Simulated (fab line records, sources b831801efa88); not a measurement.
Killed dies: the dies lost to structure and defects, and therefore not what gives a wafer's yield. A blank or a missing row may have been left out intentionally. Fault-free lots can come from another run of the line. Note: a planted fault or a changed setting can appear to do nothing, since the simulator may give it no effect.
Shared-tool check + flow gf180mcu + Sample size 15 lots and 45 wafers

== REASON FOR OPENING ==
At GF_PSD_RS_MEAS_14 the reading NSD_RS is flagged on 3 of 15 lots. No-fault wafers: 46.12 ohm/sq, standard deviation 0.11.
Rule: a lot gets a flag if all its wafers with a number sit over 4 standard deviations from that mean, or if no wafer of it has a number. All remaining lots are regarded as sound.

| lot  | measured     | on            | NSD_RS (ohm/sq), wafer by wafer | flag    |
|------|--------------|---------------|---------------------------------|---------|
| L385 | day 14 05:25 | film metro-01 | 46.13 46.18 46.04               |         |
| L386 | day 14 21:44 | film metro-02 | 46.25 46.29 46.24               |         |
| L391 | day 16 06:40 | film metro-01 | 46.13 46.12 46.12               |         |
| L394 | day 17 12:10 | film metro-01 | 46.22 46.26 46.45               |         |
| L395 | day 18 01:59 | film metro-04 | 46.19 46.15 46.20               |         |
| L396 | day 18 05:38 | film metro-04 | 53.02 53.03 52.97               | FLAGGED |
| L397 | day 18 09:46 | film metro-04 | 53.04 53.09 53.01               | FLAGGED |
| L398 | day 19 00:05 | film metro-04 | 53.12 53.09 53.13               | FLAGGED |
| L402 | day 20 12:05 | film metro-01 | 46.16 46.18 46.18               |         |
| L403 | day 20 14:46 | film metro-01 | 46.09 46.22 46.11               |         |
| L404 | day 20 17:53 | film metro-01 | 46.14 46.16 46.07               |         |
| L405 | day 21 03:32 | film metro-04 | 46.11 46.08 46.07               |         |
| L406 | day 22 07:07 | film metro-04 | 46.08 46.08 46.05               |         |
| L407 | day 22 10:53 | film metro-02 | 46.32 46.28 46.23               |         |
| L408 | day 22 13:22 | film metro-04 | 46.02 45.95 45.93               |         |
On average the flagged lots' numbers are 53.06 ohm/sq, which is +6.94 ohm/sq against the usual, or +63 standard deviations.

== WHICH TOOL RAN EACH LOT ==
3 process steps preceding the reading are held in the record, out of 602 steps in the route. Cell contents, in order: the tool; ch with the chambers the sampled wafers went through; the start.
| lot  | flag    | GF_HV_LDD_STRIP_37                   | GF_NSD_IMPLANT_10               | GF_NSD_STRIP_11                      |
|------|---------|--------------------------------------|---------------------------------|--------------------------------------|
| L385 |         | plasma asher-03 ch 0,1, day 11 13:41 | implanter-04 ch 0, day 13 08:05 | plasma asher-04 ch 0,1, day 13 08:13 |
| L386 |         | plasma asher-02 ch 0,1, day 12 03:28 | implanter-01 ch 0, day 13 23:36 | plasma asher-02 ch 0,1, day 13 23:44 |
| L391 |         | plasma asher-03 ch 0,1, day 13 10:15 | implanter-01 ch 0, day 15 07:49 | plasma asher-01 ch 0,1, day 15 07:56 |
| L394 |         | plasma asher-03 ch 0,1, day 14 14:47 | implanter-01 ch 0, day 16 13:04 | plasma asher-01 ch 0,1, day 16 13:12 |
| L395 |         | plasma asher-03 ch 0,1, day 15 01:08 | implanter-04 ch 0, day 17 01:42 | plasma asher-01 ch 0,1, day 17 01:50 |
| L396 | FLAGGED | plasma asher-02 ch 0,1, day 15 05:32 | implanter-01, day 17 05:23      | plasma asher-02 ch 1, day 17 05:31   |
| L397 | FLAGGED | plasma asher-02 ch 0,1, day 15 07:55 | implanter-04, day 17 09:40      | plasma asher-02 ch 0,1, day 17 09:49 |
| L398 | FLAGGED | plasma asher-02 ch 0,1, day 15 23:16 | implanter-01, day 17 23:59      | plasma asher-01 ch 0,1, day 18 00:07 |
| L402 |         | plasma asher-02 ch 0,1, day 17 07:30 | implanter-02 ch 0, day 19 10:59 | plasma asher-02 ch 0,1, day 19 11:05 |
| L403 |         | plasma asher-04 ch 0,1, day 17 08:58 | implanter-01 ch 0, day 19 13:25 | plasma asher-04 ch 0,1, day 19 13:34 |
| L404 |         | plasma asher-03 ch 0,1, day 17 13:13 | implanter-04 ch 0, day 19 17:09 | plasma asher-01 ch 0,1, day 19 17:17 |
| L405 |         | plasma asher-04 ch 0,1, day 17 21:37 | implanter-02 ch 0, day 20 02:17 | plasma asher-01 ch 0,1, day 20 02:25 |
| L406 |         | plasma asher-02 ch 0,1, day 19 03:10 | implanter-01 ch 0, day 21 06:53 | plasma asher-02 ch 0,1, day 21 07:02 |
| L407 |         | plasma asher-02 ch 0,1, day 19 06:25 | implanter-02 ch 0, day 21 10:29 | plasma asher-04 ch 0,1, day 21 10:38 |
| L408 |         | plasma asher-02 ch 0,1, day 19 08:10 | implanter-04 ch 0, day 21 12:59 | plasma asher-04 ch 0,1, day 21 13:08 |
These steps, and what they do:
- GF_HV_LDD_STRIP_37: strips in O2/N2.
- GF_NSD_IMPLANT_10
- GF_NSD_STRIP_11: strips in O2/N2.
- GF_PSD_RS_MEAS_14: measures by four-point-probe.

== FLAGGED OVER TOTAL, TOOL BY TOOL (the gauges that took the reading come last) ==
| step               | tool            | lots run | flagged | share of the flagged lots | sound lots run after its first flagged lot |
|--------------------|-----------------|----------|---------|---------------------------|--------------------------------------------|
| GF_HV_LDD_STRIP_37 | plasma asher-02 | 8        | 3       | all                       | 4 (L402,L406,L407,L408)                    |
| GF_HV_LDD_STRIP_37 | plasma asher-03 | 5        | 0       | none                      | -                                          |
| GF_HV_LDD_STRIP_37 | plasma asher-04 | 2        | 0       | none                      | -                                          |
| GF_NSD_IMPLANT_10  | implanter-01    | 7        | 2       | some                      | 2 (L403,L406)                              |
| GF_NSD_IMPLANT_10  | implanter-02    | 3        | 0       | none                      | -                                          |
| GF_NSD_IMPLANT_10  | implanter-04    | 5        | 1       | some                      | 2 (L404,L408)                              |
| GF_NSD_STRIP_11    | plasma asher-01 | 6        | 1       | some                      | 2 (L404,L405)                              |
| GF_NSD_STRIP_11    | plasma asher-02 | 5        | 2       | some                      | 2 (L402,L406)                              |
| GF_NSD_STRIP_11    | plasma asher-04 | 4        | 0       | none                      | -                                          |
| GF_PSD_RS_MEAS_14  | film metro-01   | 6        | 0       | none                      | -                                          |
| GF_PSD_RS_MEAS_14  | film metro-02   | 2        | 0       | none                      | -                                          |
| GF_PSD_RS_MEAS_14  | film metro-04   | 7        | 3       | all                       | 3 (L405,L406,L408)                         |

== WHAT THE TABLE ALLOWS ==
Table rows that saw every flagged lot: 2, namely plasma asher-02 at GF_HV_LDD_STRIP_37 and film metro-04 at GF_PSD_RS_MEAS_14.
- plasma asher-02 at GF_HV_LDD_STRIP_37 ran 8 lots, 3 of them flagged. Sound lots followed the first flagged one (L402, L406, L407, L408) on it, something a lasting fault affecting the whole tool could not allow.
- film metro-04 at GF_PSD_RS_MEAS_14 ran 7 lots, 3 of them flagged. Sound lots followed the first flagged one (L405, L406, L408) on it, something a lasting fault affecting the whole tool could not allow.
Not one row of the table ran every flagged lot while running no sound lot after the first.

== WHAT THE SIMULATOR HAD PUT IN ==
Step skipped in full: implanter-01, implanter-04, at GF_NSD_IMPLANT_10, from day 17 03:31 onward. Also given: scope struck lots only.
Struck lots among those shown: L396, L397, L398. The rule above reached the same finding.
